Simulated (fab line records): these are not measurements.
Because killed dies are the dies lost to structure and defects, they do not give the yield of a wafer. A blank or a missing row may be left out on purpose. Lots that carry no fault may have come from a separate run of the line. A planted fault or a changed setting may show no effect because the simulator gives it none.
Which tool did it? :: flow gf180mcu :: 6 lots (18 wafers sampled), 1 step of a 602-step route

## WHAT THE GAUGES READ, wafer by wafer
GF_V4_BOW_MEAS_05.
lot: L278
measured: day 24 00:55
on: film metro-04
V4_BOW (um): 135 118 119

lot: L284
measured: day 25 22:53
on: film metro-04
V4_BOW (um): 136 123 136

lot: L290
measured: day 28 04:23
on: film metro-04
V4_BOW (um): 156 141 153

lot: L293
measured: day 29 03:01
on: film metro-01
V4_BOW (um): 144 147 142

lot: L295
measured: day 29 15:26
on: film metro-01
V4_BOW (um): 130 130 130

lot: L298
measured: day 30 08:19
on: film metro-04
V4_BOW (um): 136 138 141

## WHICH TOOL RAN EACH LOT (tool, then ch and the chambers of the sampled wafers, then the start)
Record: no process step prior to these readings.

## THE ANSWER, worked out from the rows above alone
Rule: the lots themselves supply what counts as usual. The widest of any qualifying gaps counts: lots, ordered by their means at a reading, are off when they make up no more than a third of the lots, leave a main group of 4 or more, and stand apart from it by 3 or more times the standard deviation of that group's means. Not used: any main group whose means are identical at the precision the tables above print for the reading. Also off: a lot with no number at a reading for which 4 or more lots have one. The other lots that the step has rows for count as sound.
Across all readings shown, no lot is off: no conclusion can be drawn from this.

## WHAT THE SIMULATOR PUT IN
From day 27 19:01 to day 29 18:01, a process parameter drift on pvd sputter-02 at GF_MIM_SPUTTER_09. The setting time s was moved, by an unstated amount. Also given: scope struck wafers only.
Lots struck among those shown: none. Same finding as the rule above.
